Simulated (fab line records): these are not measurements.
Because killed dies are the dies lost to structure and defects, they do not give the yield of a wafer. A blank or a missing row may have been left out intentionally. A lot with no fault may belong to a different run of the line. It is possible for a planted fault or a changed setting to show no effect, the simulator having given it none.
Which tool was responsible? || flow gf180mcu || 15 lots with 45 wafers sampled at 4 steps, on a route of 602 steps

## WHAT EACH GAUGE READ, for each wafer
GF_MVPSD_TW_MEAS_11. Usual: MVPSD_TW typically reads 556.1, with standard deviation 2.5.
{"lot": "L895", "measured": "day 5 03:11", "on": "filmMetro-03", "MVPSD_TW": "552.7 553.9 549.9", "flag": ""}
{"lot": "L898", "measured": "day 5 22:14", "on": "filmMetro-03", "MVPSD_TW": "552.8 552.8 552.6", "flag": ""}
{"lot": "L900", "measured": "day 6 09:50", "on": "filmMetro-03", "MVPSD_TW": "556.5 557.7 555.0", "flag": ""}
{"lot": "L901", "measured": "day 6 15:53", "on": "filmMetro-03", "MVPSD_TW": "559.8 556.9 557.1", "flag": ""}
{"lot": "L903", "measured": "day 7 01:57", "on": "filmMetro-03", "MVPSD_TW": "555.4 554.5 553.9", "flag": ""}
{"lot": "L904", "measured": "day 7 08:38", "on": "filmMetro-02", "MVPSD_TW": "557.4 559.6 556.3", "flag": ""}
{"lot": "L905", "measured": "day 7 13:57", "on": "filmMetro-01", "MVPSD_TW": "558.6 556.4 557.3", "flag": ""}
{"lot": "L909", "measured": "day 8 11:42", "on": "filmMetro-02", "MVPSD_TW": "559.7 556.1 560.9", "flag": ""}
{"lot": "L910", "measured": "day 8 21:23", "on": "filmMetro-01", "MVPSD_TW": "30.1 30.1 30.0", "flag": "OFF"}
{"lot": "L911", "measured": "day 9 00:26", "on": "filmMetro-01", "MVPSD_TW": "30.1 30.1 30.2", "flag": "OFF"}
{"lot": "L912", "measured": "day 9 07:17", "on": "filmMetro-01", "MVPSD_TW": "30.2 30.2 30.2", "flag": "OFF"}
{"lot": "L913", "measured": "day 9 13:01", "on": "filmMetro-02", "MVPSD_TW": "556.0 557.9 555.1", "flag": ""}
{"lot": "L916", "measured": "day 10 08:18", "on": "filmMetro-01", "MVPSD_TW": "558.6 559.6 556.3", "flag": ""}
{"lot": "L917", "measured": "day 10 13:08", "on": "filmMetro-01", "MVPSD_TW": "554.2 555.3 554.3", "flag": ""}
{"lot": "L918", "measured": "day 10 23:13", "on": "filmMetro-02", "MVPSD_TW": "554.8 555.0 558.6", "flag": ""}

## WHAT TOOL EACH LOT RAN ON (gives the tool, then ch and the chambers of the sampled wafers, and finally the start)
{"lot": "L895", "GF_STI_CMP_25": "cmp-01 ch 2,3, day 2 03:53", "GF_MVSD_STRIP_10": "plasmaAsher-02 ch 0,1, day 4 12:18", "GF_MVPSD_STRIP_10": "plasmaAsher-01 ch 0,1, day 5 03:05"}
{"lot": "L898", "GF_STI_CMP_25": "cmp-01 ch 1,2,3, day 2 19:53", "GF_MVSD_STRIP_10": "plasmaAsher-04 ch 0,1, day 5 07:28", "GF_MVPSD_STRIP_10": "plasmaAsher-01 ch 0,1, day 5 22:08"}
{"lot": "L900", "GF_STI_CMP_25": "cmp-02 ch 0,1,2, day 3 06:23", "GF_MVSD_STRIP_10": "plasmaAsher-04 ch 0,1, day 5 18:12", "GF_MVPSD_STRIP_10": "plasmaAsher-02 ch 0,1, day 6 09:44"}
{"lot": "L901", "GF_STI_CMP_25": "cmp-02 ch 0,1, day 3 12:14", "GF_MVSD_STRIP_10": "plasmaAsher-04 ch 0,1, day 6 00:24", "GF_MVPSD_STRIP_10": "plasmaAsher-01 ch 0,1, day 6 15:47"}
{"lot": "L903", "GF_STI_CMP_25": "cmp-01 ch 0,1,3, day 3 22:30", "GF_MVSD_STRIP_10": "plasmaAsher-04 ch 0,1, day 6 10:25", "GF_MVPSD_STRIP_10": "plasmaAsher-01 ch 0,1, day 7 01:52"}
{"lot": "L904", "GF_STI_CMP_25": "cmp-02 ch 1,2,3, day 4 03:28", "GF_MVSD_STRIP_10": "plasmaAsher-03 ch 0,1, day 6 16:32", "GF_MVPSD_STRIP_10": "plasmaAsher-01 ch 0,1, day 7 08:32"}
{"lot": "L905", "GF_STI_CMP_25": "cmp-02 ch 2,3, day 4 08:04", "GF_MVSD_STRIP_10": "plasmaAsher-04 ch 0,1, day 6 22:02", "GF_MVPSD_STRIP_10": "plasmaAsher-02 ch 0,1, day 7 13:52"}
{"lot": "L909", "GF_STI_CMP_25": "cmp-01 ch 2,3, day 5 03:13", "GF_MVSD_STRIP_10": "plasmaAsher-02 ch 1, day 7 18:26", "GF_MVPSD_STRIP_10": "plasmaAsher-01 ch 0,1, day 8 11:35"}
{"lot": "L910", "GF_STI_CMP_25": "cmp-02 ch 0,1, day 5 08:58", "GF_MVSD_STRIP_10": "plasmaAsher-03 ch 1, day 8 03:16", "GF_MVPSD_STRIP_10": "plasmaAsher-04 ch 0,1, day 8 21:17"}
{"lot": "L911", "GF_STI_CMP_25": "cmp-02 ch 0,1, day 5 13:16", "GF_MVSD_STRIP_10": "plasmaAsher-04 ch 1, day 8 06:38", "GF_MVPSD_STRIP_10": "plasmaAsher-02 ch 0,1, day 9 00:20"}
{"lot": "L912", "GF_STI_CMP_25": "cmp-01 ch 1,2,3, day 5 18:58", "GF_MVSD_STRIP_10": "plasmaAsher-03 ch 0,1, day 8 13:44", "GF_MVPSD_STRIP_10": "plasmaAsher-01 ch 0,1, day 9 07:11"}
{"lot": "L913", "GF_STI_CMP_25": "cmp-01 ch 0,1, day 6 00:21", "GF_MVSD_STRIP_10": "plasmaAsher-04 ch 0,1, day 8 20:04", "GF_MVPSD_STRIP_10": "plasmaAsher-04 ch 0,1, day 9 12:55"}
{"lot": "L916", "GF_STI_CMP_25": "cmp-02 ch 0,2, day 6 15:14", "GF_MVSD_STRIP_10": "plasmaAsher-04 ch 0,1, day 9 14:11", "GF_MVPSD_STRIP_10": "plasmaAsher-01 ch 1, day 10 08:11"}
{"lot": "L917", "GF_STI_CMP_25": "cmp-02 ch 0,1, day 6 20:30", "GF_MVSD_STRIP_10": "plasmaAsher-04 ch 0,1, day 9 18:53", "GF_MVPSD_STRIP_10": "plasmaAsher-01 ch 0, day 10 13:02"}
{"lot": "L918", "GF_STI_CMP_25": "cmp-01 ch 1,2, day 7 04:03", "GF_MVSD_STRIP_10": "plasmaAsher-03 ch 0,1, day 10 04:53", "GF_MVPSD_STRIP_10": "plasmaAsher-04 ch 0,1, day 10 23:07"}
- GF_STI_CMP_25: polishes, stops on Si3N4, t overpolish 33 s, target thk 524.6 nm.
- GF_MVSD_STRIP_10: strips in O2/N2.
- GF_MVPSD_STRIP_10: strips in O2/N2.

## AS READ BY THE TOOLS THEMSELVES (means over the sampled wafers that have a number; for cases with no such wafer, the mark the record gives instead)
GF_STI_CMP_25. Usual: headPressurePsi 4.000 psi, standard deviation 0.0088; motorCurrentA 12.2 A, standard deviation 1.4; overpolishRunS 32.999 s, standard deviation 0.0091; timeToEndpointS 128 s, standard deviation 6.5.
{"lot": "L895", "tool": "cmp-01", "headPressurePsi (psi)": 4.008, "motorCurrentA (A)": 12.5, "overpolishRunS (s)": 32.996, "timeToEndpointS (s)": 133, "flag": ""}
{"lot": "L898", "tool": "cmp-01", "headPressurePsi (psi)": 4.001, "motorCurrentA (A)": 11.9, "overpolishRunS (s)": 32.996, "timeToEndpointS (s)": 130, "flag": ""}
{"lot": "L900", "tool": "cmp-02", "headPressurePsi (psi)": 3.994, "motorCurrentA (A)": 12.4, "overpolishRunS (s)": 32.997, "timeToEndpointS (s)": 128, "flag": ""}
{"lot": "L901", "tool": "cmp-02", "headPressurePsi (psi)": 4.003, "motorCurrentA (A)": 14.1, "overpolishRunS (s)": 33.005, "timeToEndpointS (s)": 134, "flag": ""}
{"lot": "L903", "tool": "cmp-01", "headPressurePsi (psi)": 4.001, "motorCurrentA (A)": 12.2, "overpolishRunS (s)": 32.994, "timeToEndpointS (s)": 128, "flag": ""}
{"lot": "L904", "tool": "cmp-02", "headPressurePsi (psi)": 4.003, "motorCurrentA (A)": 12.3, "overpolishRunS (s)": 33.011, "timeToEndpointS (s)": 123, "flag": ""}
{"lot": "L905", "tool": "cmp-02", "headPressurePsi (psi)": 4.000, "motorCurrentA (A)": 10.5, "overpolishRunS (s)": 33.000, "timeToEndpointS (s)": 117, "flag": ""}
{"lot": "L909", "tool": "cmp-01", "headPressurePsi (psi)": 3.988, "motorCurrentA (A)": 13.1, "overpolishRunS (s)": 33.004, "timeToEndpointS (s)": 130, "flag": ""}
{"lot": "L910", "tool": "cmp-02", "headPressurePsi (psi)": 4.000, "motorCurrentA (A)": 14.2, "overpolishRunS (s)": 32.987, "timeToEndpointS (s)": 121, "flag": ""}
{"lot": "L911", "tool": "cmp-02", "headPressurePsi (psi)": 3.995, "motorCurrentA (A)": 13.2, "overpolishRunS (s)": 32.998, "timeToEndpointS (s)": 125, "flag": ""}
{"lot": "L912", "tool": "cmp-01", "headPressurePsi (psi)": 3.997, "motorCurrentA (A)": 12.6, "overpolishRunS (s)": 32.990, "timeToEndpointS (s)": 133, "flag": ""}
{"lot": "L913", "tool": "cmp-01", "headPressurePsi (psi)": 3.999, "motorCurrentA (A)": 12.0, "overpolishRunS (s)": 33.003, "timeToEndpointS (s)": 132, "flag": ""}
{"lot": "L916", "tool": "cmp-02", "headPressurePsi (psi)": 4.005, "motorCurrentA (A)": 11.1, "overpolishRunS (s)": 33.001, "timeToEndpointS (s)": 119, "flag": ""}
{"lot": "L917", "tool": "cmp-02", "headPressurePsi (psi)": 3.994, "motorCurrentA (A)": 14.3, "overpolishRunS (s)": 32.998, "timeToEndpointS (s)": 127, "flag": ""}
{"lot": "L918", "tool": "cmp-01", "headPressurePsi (psi)": 4.008, "motorCurrentA (A)": 12.7, "overpolishRunS (s)": 32.998, "timeToEndpointS (s)": 133, "flag": ""}

GF_MVSD_STRIP_10. Usual: chamberPressureMTorr 1499.9 mTorr, standard deviation 1.3; drypumpMotorCurrentA 6.0 A, standard deviation 0.35; heaterPowerW 355 W, standard deviation 69; o2FlowSccm 3000 sccm, standard deviation 9.5; oesProductAu 0.722 a.u., standard deviation 0.0047; stripTimeToEndpointS 36.93 s, standard deviation 0.12.
{"lot": "L895", "tool": "plasmaAsher-02", "chamberPressureMTorr (mTorr)": 1499.4, "drypumpMotorCurrentA (A)": 5.5, "heaterPowerW (W)": 303, "o2FlowSccm (sccm)": 2997, "oesProductAu (a.u.)": 0.724, "stripTimeToEndpointS (s)": 37.00, "flag": ""}
{"lot": "L898", "tool": "plasmaAsher-04", "chamberPressureMTorr (mTorr)": 1499.6, "drypumpMotorCurrentA (A)": 6.1, "heaterPowerW (W)": 420, "o2FlowSccm (sccm)": 2990, "oesProductAu (a.u.)": 0.726, "stripTimeToEndpointS (s)": 36.86, "flag": ""}
{"lot": "L900", "tool": "plasmaAsher-04", "chamberPressureMTorr (mTorr)": 1501.0, "drypumpMotorCurrentA (A)": 6.1, "heaterPowerW (W)": 433, "o2FlowSccm (sccm)": 3005, "oesProductAu (a.u.)": 0.723, "stripTimeToEndpointS (s)": 36.99, "flag": ""}
{"lot": "L901", "tool": "plasmaAsher-04", "chamberPressureMTorr (mTorr)": 1499.1, "drypumpMotorCurrentA (A)": 6.1, "heaterPowerW (W)": 433, "o2FlowSccm (sccm)": 3010, "oesProductAu (a.u.)": 0.727, "stripTimeToEndpointS (s)": 36.95, "flag": ""}
{"lot": "L903", "tool": "plasmaAsher-04", "chamberPressureMTorr (mTorr)": 1500.8, "drypumpMotorCurrentA (A)": 6.1, "heaterPowerW (W)": 432, "o2FlowSccm (sccm)": 2997, "oesProductAu (a.u.)": 0.729, "stripTimeToEndpointS (s)": 36.90, "flag": ""}
{"lot": "L904", "tool": "plasmaAsher-03", "chamberPressureMTorr (mTorr)": 1499.1, "drypumpMotorCurrentA (A)": 6.4, "heaterPowerW (W)": 308, "o2FlowSccm (sccm)": 2986, "oesProductAu (a.u.)": 0.720, "stripTimeToEndpointS (s)": 36.82, "flag": ""}
{"lot": "L905", "tool": "plasmaAsher-04", "chamberPressureMTorr (mTorr)": 1499.7, "drypumpMotorCurrentA (A)": 6.1, "heaterPowerW (W)": 429, "o2FlowSccm (sccm)": 2997, "oesProductAu (a.u.)": 0.716, "stripTimeToEndpointS (s)": 36.78, "flag": ""}
{"lot": "L909", "tool": "plasmaAsher-02", "chamberPressureMTorr (mTorr)": 1500.7, "drypumpMotorCurrentA (A)": 5.4, "heaterPowerW (W)": 309, "o2FlowSccm (sccm)": 2999, "oesProductAu (a.u.)": 0.723, "stripTimeToEndpointS (s)": 36.88, "flag": ""}
{"lot": "L910", "tool": "plasmaAsher-03", "chamberPressureMTorr (mTorr)": "-", "drypumpMotorCurrentA (A)": "-", "heaterPowerW (W)": "-", "o2FlowSccm (sccm)": "-", "oesProductAu (a.u.)": "-", "stripTimeToEndpointS (s)": "-", "flag": "OFF"}
{"lot": "L911", "tool": "plasmaAsher-04", "chamberPressureMTorr (mTorr)": "-", "drypumpMotorCurrentA (A)": "-", "heaterPowerW (W)": "-", "o2FlowSccm (sccm)": "-", "oesProductAu (a.u.)": "-", "stripTimeToEndpointS (s)": "-", "flag": "OFF"}
{"lot": "L912", "tool": "plasmaAsher-03", "chamberPressureMTorr (mTorr)": "-", "drypumpMotorCurrentA (A)": "-", "heaterPowerW (W)": "-", "o2FlowSccm (sccm)": "-", "oesProductAu (a.u.)": "-", "stripTimeToEndpointS (s)": "-", "flag": "OFF"}
{"lot": "L913", "tool": "plasmaAsher-04", "chamberPressureMTorr (mTorr)": 1499.1, "drypumpMotorCurrentA (A)": 6.1, "heaterPowerW (W)": 392, "o2FlowSccm (sccm)": 2991, "oesProductAu (a.u.)": 0.725, "stripTimeToEndpointS (s)": 37.05, "flag": ""}
{"lot": "L916", "tool": "plasmaAsher-04", "chamberPressureMTorr (mTorr)": 1500.2, "drypumpMotorCurrentA (A)": 6.1, "heaterPowerW (W)": 427, "o2FlowSccm (sccm)": 3004, "oesProductAu (a.u.)": 0.720, "stripTimeToEndpointS (s)": 36.96, "flag": ""}
{"lot": "L917", "tool": "plasmaAsher-04", "chamberPressureMTorr (mTorr)": 1500.0, "drypumpMotorCurrentA (A)": 6.1, "heaterPowerW (W)": 433, "o2FlowSccm (sccm)": 3003, "oesProductAu (a.u.)": 0.724, "stripTimeToEndpointS (s)": 36.92, "flag": ""}
{"lot": "L918", "tool": "plasmaAsher-03", "chamberPressureMTorr (mTorr)": 1500.6, "drypumpMotorCurrentA (A)": 6.3, "heaterPowerW (W)": 302, "o2FlowSccm (sccm)": 3003, "oesProductAu (a.u.)": 0.720, "stripTimeToEndpointS (s)": 36.93, "flag": ""}

GF_MVPSD_STRIP_10. Usual: chamberPressureMTorr 1499.8 mTorr, standard deviation 1.4; drypumpMotorCurrentA 5.9 A, standard deviation 0.34; heaterPowerW 336 W, standard deviation 54; o2FlowSccm 3001 sccm, standard deviation 8.4; oesProductAu 0.722 a.u., standard deviation 0.0041; stripTimeToEndpointS 37.00 s, standard deviation 0.11.
{"lot": "L895", "tool": "plasmaAsher-01", "chamberPressureMTorr (mTorr)": 1499.0, "drypumpMotorCurrentA (A)": 5.8, "heaterPowerW (W)": 339, "o2FlowSccm (sccm)": 2998, "oesProductAu (a.u.)": 0.721, "stripTimeToEndpointS (s)": 36.96, "flag": ""}
{"lot": "L898", "tool": "plasmaAsher-01", "chamberPressureMTorr (mTorr)": 1499.2, "drypumpMotorCurrentA (A)": 5.8, "heaterPowerW (W)": 317, "o2FlowSccm (sccm)": 3006, "oesProductAu (a.u.)": 0.723, "stripTimeToEndpointS (s)": 37.14, "flag": ""}
{"lot": "L900", "tool": "plasmaAsher-02", "chamberPressureMTorr (mTorr)": 1499.3, "drypumpMotorCurrentA (A)": 5.4, "heaterPowerW (W)": 297, "o2FlowSccm (sccm)": 3006, "oesProductAu (a.u.)": 0.726, "stripTimeToEndpointS (s)": 36.89, "flag": ""}
{"lot": "L901", "tool": "plasmaAsher-01", "chamberPressureMTorr (mTorr)": 1498.0, "drypumpMotorCurrentA (A)": 5.8, "heaterPowerW (W)": 319, "o2FlowSccm (sccm)": 2996, "oesProductAu (a.u.)": 0.722, "stripTimeToEndpointS (s)": 36.90, "flag": ""}
{"lot": "L903", "tool": "plasmaAsher-01", "chamberPressureMTorr (mTorr)": 1499.9, "drypumpMotorCurrentA (A)": 5.8, "heaterPowerW (W)": 320, "o2FlowSccm (sccm)": 2993, "oesProductAu (a.u.)": 0.726, "stripTimeToEndpointS (s)": 36.90, "flag": ""}
{"lot": "L904", "tool": "plasmaAsher-01", "chamberPressureMTorr (mTorr)": 1500.4, "drypumpMotorCurrentA (A)": 5.8, "heaterPowerW (W)": 318, "o2FlowSccm (sccm)": 3013, "oesProductAu (a.u.)": 0.724, "stripTimeToEndpointS (s)": 36.94, "flag": ""}
{"lot": "L905", "tool": "plasmaAsher-02", "chamberPressureMTorr (mTorr)": 1498.8, "drypumpMotorCurrentA (A)": 5.6, "heaterPowerW (W)": 294, "o2FlowSccm (sccm)": 3004, "oesProductAu (a.u.)": 0.725, "stripTimeToEndpointS (s)": 37.10, "flag": ""}
{"lot": "L909", "tool": "plasmaAsher-01", "chamberPressureMTorr (mTorr)": 1500.5, "drypumpMotorCurrentA (A)": 6.1, "heaterPowerW (W)": 313, "o2FlowSccm (sccm)": 2999, "oesProductAu (a.u.)": 0.722, "stripTimeToEndpointS (s)": 36.81, "flag": ""}
{"lot": "L910", "tool": "plasmaAsher-04", "chamberPressureMTorr (mTorr)": 1501.6, "drypumpMotorCurrentA (A)": 6.1, "heaterPowerW (W)": 437, "o2FlowSccm (sccm)": 3008, "oesProductAu (a.u.)": 0.738, "stripTimeToEndpointS (s)": 81.31, "flag": "OFF"}
{"lot": "L911", "tool": "plasmaAsher-02", "chamberPressureMTorr (mTorr)": 1500.5, "drypumpMotorCurrentA (A)": 5.6, "heaterPowerW (W)": 285, "o2FlowSccm (sccm)": 2993, "oesProductAu (a.u.)": 0.745, "stripTimeToEndpointS (s)": 81.38, "flag": "OFF"}
{"lot": "L912", "tool": "plasmaAsher-01", "chamberPressureMTorr (mTorr)": 1500.6, "drypumpMotorCurrentA (A)": 5.8, "heaterPowerW (W)": 320, "o2FlowSccm (sccm)": 2998, "oesProductAu (a.u.)": 0.739, "stripTimeToEndpointS (s)": 81.22, "flag": "OFF"}
{"lot": "L913", "tool": "plasmaAsher-04", "chamberPressureMTorr (mTorr)": 1499.8, "drypumpMotorCurrentA (A)": 6.2, "heaterPowerW (W)": 390, "o2FlowSccm (sccm)": 3004, "oesProductAu (a.u.)": 0.723, "stripTimeToEndpointS (s)": 37.01, "flag": ""}
{"lot": "L916", "tool": "plasmaAsher-01", "chamberPressureMTorr (mTorr)": 1499.7, "drypumpMotorCurrentA (A)": 5.6, "heaterPowerW (W)": 316, "o2FlowSccm (sccm)": 3000, "oesProductAu (a.u.)": 0.726, "stripTimeToEndpointS (s)": 36.98, "flag": ""}
{"lot": "L917", "tool": "plasmaAsher-01", "chamberPressureMTorr (mTorr)": 1501.4, "drypumpMotorCurrentA (A)": 6.2, "heaterPowerW (W)": 311, "o2FlowSccm (sccm)": 3015, "oesProductAu (a.u.)": 0.722, "stripTimeToEndpointS (s)": 36.94, "flag": ""}
{"lot": "L918", "tool": "plasmaAsher-04", "chamberPressureMTorr (mTorr)": 1500.6, "drypumpMotorCurrentA (A)": 6.2, "heaterPowerW (W)": 390, "o2FlowSccm (sccm)": 3003, "oesProductAu (a.u.)": 0.721, "stripTimeToEndpointS (s)": 36.91, "flag": ""}

## THE ANSWER, worked out from the rows above alone
Rule: take the mean of a lot's wafers that have a number; if it is more than 3 standard deviations from the usual mean, the lot is off. Also off: a lot with no number at a reading for which 4 or more lots have one. All remaining lots with rows at the step are treated as sound. First the gauges in route order, then the tools' own readings, where a lot's mean is used as printed above. The first step at which some lot is off is used, and at that step the reading that is off furthest; a lot without a number counts as furthest.
Off: at GF_MVPSD_TW_MEAS_11 (MVPSD_TW), L910, L911, L912.
A tool fits if, at a process step before that reading, it ran every lot that is off, and no sound lot after the first of them. Not tried: the gauges at GF_MVPSD_TW_MEAS_11; whatever is off there is also off at GF_MVSD_STRIP_10, on other tools, and gauge error can't account for it. Of those tried, none fits.

## WHAT THE SIMULATOR HAD INSERTED
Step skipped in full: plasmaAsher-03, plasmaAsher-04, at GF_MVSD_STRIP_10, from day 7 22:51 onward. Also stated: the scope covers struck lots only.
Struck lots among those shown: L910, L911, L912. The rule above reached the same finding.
